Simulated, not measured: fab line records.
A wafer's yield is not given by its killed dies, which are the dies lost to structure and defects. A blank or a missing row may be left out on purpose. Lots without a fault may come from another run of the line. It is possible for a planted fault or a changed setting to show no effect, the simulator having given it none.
Struck lot and sound lot, side by side :: flow gf180mcu :: 17 steps out of a route of 602
Sound: wafers L493.3, L493.5, L493.6. Struck: wafers L509.1, L509.4, L509.6. The cause is named last.
At each step with rows: each side's tool, then ch and its chambers, then its first start. Under that, the readings that differ: sound wafers :: struck wafers :: difference of the means :: sigmas: that difference in standard deviations of wafers without a fault.
alike: readings whose means differ by less than 2 such deviations, and words and numbers that are the same on both sides. not compared: withheld readings, readings that some wafer has no value for, bounds like >300 that may hide the same value, and numbers for which the record gives no deviation and whose values overlap.
A row with sigmas, a row that says differs or no value, or rows on one side alone: a step with any of these is where the two part. When numbers do not overlap yet have no deviation, they are printed without sigmas and do not part them. A reading missing from all wafers of one side parts the sides only when that side holds two or more wafers.

first, 3 steps without rows for these wafers: GF_V3_EXPOSE_11 (exposes mask Via3, target cd 260 nm); GF_V3_PEB_12 (peb time 90 s); GF_V3_DEVELOP_13 (develop time 60 s).
GF_V3_CD_MEAS_14 targets a cd of 260 nm.
  struck on cd-sem-01, day 28 01:34; sound on cd-sem-01, day 22 18:24
  alike: cd-nm
GF_V3_OVL_MEAS_15:
  struck on overlay-01, day 28 01:41; sound on overlay-01, day 22 18:29
  alike: V3_OVL
GF_V3_ETCH_16: etches BARC in N2/H2.
  sound on rie-diel-01 ch 0,1, day 22 18:31; struck on rie-diel-04 ch 0,2,3, day 28 01:43
  alike: drypump-motor-current-A, h2-flow-sccm, oes-product-au, throttle-valve-pct
GF_V3_ETCH_17: etches SiO2 in C4F8/O2/Ar, stops on TiN, target depth 635 nm.
  sound on rie-diel-01 ch 0,1; struck on rie-diel-04 ch 0,2,3
  alike: oes-product-au
GF_V3_STRIP_18: strips in O2/N2.
  sound on plasma-asher-03 ch 0,1, day 22 18:41; struck on plasma-asher-01 ch 0,1, day 28 01:51
  alike: drypump-motor-current-A, heater-power-w, oes-product-au
  not compared: rf-hours-counter-h
then, 2 steps without rows for these wafers: GF_V3_STRIP_19 (strips in post etch residue remover, time 1200 s); GF_V3_CLEAN_20 (cleans in DIW).
GF_V3_SPUTTER_21: material Ti, target thk 15 nm, time 80.02 s.
  struck on pvd-sputter-03, day 28 02:24; sound on pvd-sputter-01, day 22 19:11
  alike: cathode-dc-power-W, throttle-valve-pct
GF_V3_SPUTTER_22: material TiN, target thk 10 nm, time 40 s.
  struck on pvd-sputter-03, day 28 02:28; sound on pvd-sputter-01, day 22 19:14
  alike: cathode-dc-power-W, throttle-valve-pct
GF_V3_CVD_23: deposits W, target thk 350 nm, time 104.9 s.
  sound on cvd-w-01 ch 0,1, day 22 19:19; struck on cvd-w-02 ch 0,1, day 28 02:30
  no value came back on the struck wafers for chamber-pressure-Torr (Torr), heater-power-outer-w (W), heater-power-w (W); on the sound wafers chamber-pressure-Torr (Torr) reads 39.95 40.18 39.98
GF_V3_RS_MEAS_24: measures by four-point-probe.
  struck on film-metro-04, day 28 02:37; sound on film-metro-04, day 22 19:26
reading: V3_W_RS (ohm/sq)
sound: 0.336 0.331 0.328
struck: 42.880 43.875 43.609
difference: +43.123
sigmas: +99 or more
GF_V3_THK_MEAS_25: measures by xrf.
  struck on film-metro-04, day 28 02:44; sound on film-metro-04, day 22 19:32
reading: V3_W_THK (nm)
sound: 344 350 355
struck: <0 <0 <0
difference: differs
sigmas: 
GF_V3_CMP_26: polishes, stops on SiO2, t overpolish 15 s, target thk 0 nm.
  sound on cmp-02 ch 0,1,2, day 22 19:44; struck on cmp-01 ch 1,2, day 28 02:47
reading: time-to-endpoint-s (s)
sound: 81 81 82
struck: 2 0 2
difference: -80
sigmas: -26
  alike: head-pressure-psi, motor-current-A, slurry-filter-dp-kPa
-- the record jumps here: 6 days lie between the struck wafers' starts before and after (it left off in module V3 and takes up again in module PASSIVATION, whose first step shown is number 602 of the route) --
GF_PASSIVATION_PROBE_99:
  record: rows for the struck wafers here (prober-02, day 33 16:24), none for the sound ones

## WHERE THEY PART
Earliest at GF_V3_CVD_23; latest, in this record, at GF_PASSIVATION_PROBE_99.

WHY: whatever the simulator had introduced
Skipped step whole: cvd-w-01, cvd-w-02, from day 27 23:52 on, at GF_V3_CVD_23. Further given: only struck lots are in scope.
